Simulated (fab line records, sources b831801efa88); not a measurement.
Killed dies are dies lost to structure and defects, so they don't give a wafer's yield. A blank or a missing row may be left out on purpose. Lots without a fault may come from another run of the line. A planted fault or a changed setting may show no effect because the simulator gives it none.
Chamber matching | flow gf180mcu | GF_CONTACT_CMP_04 on cmp-02: 4 sister chambers
The step polishes SiO2. 7 wafers are shown with their chamber, then 9 later ones without.

WAFERS WITH THEIR CHAMBER
wafer  | chamber | motor_current_A (A) | time_to_endpoint_s (s)
L315.3 | 1       | 13.6                | 117
L317.2 | 0       | 11.8                | 121
L318.2 | 2       | 11.4                | 111
L318.5 | 2       | 12.0                | 125
L321.1 | 0       | 11.9                | 105
L321.4 | 3       | 15.7                | 129
L321.5 | 3       | 15.0                | 123

WAFERS WITHOUT THEIR CHAMBER
wafer  | motor_current_A (A) | time_to_endpoint_s (s)
L322.1 | 15.4                | 114
L322.2 | 13.2                | 111
L322.3 | 12.3                | 110
L323.1 | 15.3                | 107
L323.3 | 11.5                | 100
L323.6 | 12.4                | 106
L325.1 | 15.6                | 116
L325.2 | 13.1                | 100
L325.4 | 12.6                | 107

WHICH CHAMBER EACH WENT THROUGH
wafer  | from the rows above          | in truth
L322.1 | 3                            | 3
L322.2 | 1                            | 1
L322.3 | can't be placed: 0 or 2      | 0
L323.1 | 3                            | 3
L323.3 | can't be placed: 0 or 2      | 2
L323.6 | can't be placed: 0 or 2 or 1 | 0
L325.1 | 3                            | 3
L325.2 | can't be placed: 1 or 0 or 2 | 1
L325.4 | can't be placed: 0 or 2 or 1 | 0
Placed correctly: 4 of 9. Can't be placed from these rows: 5 (the true chamber is among the candidates in 5). Placed wrongly: 0.
How it was worked out, from the rows above alone: a wafer's distance from a chamber is the root of the sum, over the readings, of the square of ((its reading less the chamber's mean) divided by the reading's scatter). The wafer belongs to the nearest chamber; if the next one is less than 2 further off, it can't be placed. A chamber's mean is the mean of its shown wafers. The scatter: the root of (the sum of the squares of (reading less its chamber's mean) over the shown wafers, divided by (wafers less chambers)).
